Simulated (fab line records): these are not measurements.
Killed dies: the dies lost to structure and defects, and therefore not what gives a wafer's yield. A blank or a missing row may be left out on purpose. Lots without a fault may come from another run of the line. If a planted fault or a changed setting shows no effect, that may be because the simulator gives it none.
Struck lot and sound lot, side by side | flow sky130 | 18 out of 708 route steps
Sound: these wafers, L484.1, L484.4, L484.6. Wafers L496.1, L496.3, L496.4 were the ones struck. The cause is given at the end.
At each step with rows: each side's tool, then ch and its chambers, then its first start. Under that, the readings that differ: sound wafers | struck wafers | difference of the means | sigmas: that difference in standard deviations of wafers without a fault.
alike: a reading whose means differ by less than 2 such deviations, as well as words and numbers matching on both sides. not compared: withheld readings; readings where some wafer has no value; bounds like >300 that might hide an equal value; numbers whose values overlap and for which the record gives no deviation.
A row with sigmas, a row that says differs or no value, or rows on one side alone: a step with any of these is where the two part. Numbers that don't overlap but have no deviation are shown without sigmas and don't part them. A reading that every wafer of one side lacks parts them only if that side has two wafers or more.

SKY_LDD_HVP_OVL_MEAS_07:
  struck on overlay-01, day 26 19:23; sound on overlay-02, day 22 16:11
  alike: LDD_HVP_OVL
after that, 1 step had no rows for these wafers: SKY_LDD_HVP_IMPLANT_08.
SKY_LDD_HVP_STRIP_09: strips in O2/N2.
  sound on plasma-asher-01 ch 0,1, day 22 16:22; struck on plasma-asher-02 ch 0,1, day 26 19:34
  alike: drypump-motor-current-A, oes-product-au, strip-time-to-endpoint-s
  not compared: rf-hours-counter-h
SKY_LDD_HVP_TW_MEAS_10:
  struck on film-metro-02, day 26 19:40; sound on film-metro-01, day 22 16:28
  alike: LDD_HVP_TW
then, 7 steps without rows for these wafers: SKY_LDD_LDN_DEHYDRATE_00 (time 60 s); SKY_LDD_LDN_HMDS_01 (prime time 60 s); SKY_LDD_LDN_COAT_02 (resist thk 1140 nm); SKY_LDD_LDN_SOFTBAKE_03 (time 60 s); SKY_LDD_LDN_EXPOSE_04 (exposes mask LDNTM, target cd 700 nm); SKY_LDD_LDN_PEB_05; SKY_LDD_LDN_DEVELOP_06 (develop time 60 s).
SKY_LDD_LDN_OVL_MEAS_07:
  struck on overlay-01, day 28 00:05; sound on overlay-02, day 23 22:22
  alike: LDD_LDN_OVL
SKY_LDD_LDN_IMPLANT_08:
  sound on implanter-01 ch 0, day 23 22:25; struck on implanter-04, day 28 00:07
  no value came back on the struck wafers for beam-energy-keV, beam-on-s (s); on the sound wafers beam-energy-keV reads 14.996 14.994 14.993
then, 3 steps without rows for these wafers: SKY_LDD_LDN_IMPLANT_09; SKY_LDD_LDN_IMPLANT_10; SKY_LDD_LDN_IMPLANT_11.
SKY_LDD_LDN_STRIP_12: strips in O2/N2.
  sound on plasma-asher-02 ch 0, day 23 23:01; struck on plasma-asher-03 ch 0,1, day 28 00:43
  alike: drypump-motor-current-A, oes-product-au, strip-time-to-endpoint-s
  not compared: rf-hours-counter-h
SKY_LDD_LDN_TW_MEAS_13:
  struck on film-metro-03, day 28 01:03; sound on film-metro-01, day 23 23:07
  reading    | sound          | struck         | difference | sigmas
  LDD_LDN_TW | 1512 1507 1508 | 1380 1374 1373 | -133       | -10
  not compared: hold

## WHERE THEY PART
At SKY_LDD_LDN_IMPLANT_08 first; at SKY_LDD_LDN_TW_MEAS_13 last (within this record only).

WHY: what had been put in by the simulator
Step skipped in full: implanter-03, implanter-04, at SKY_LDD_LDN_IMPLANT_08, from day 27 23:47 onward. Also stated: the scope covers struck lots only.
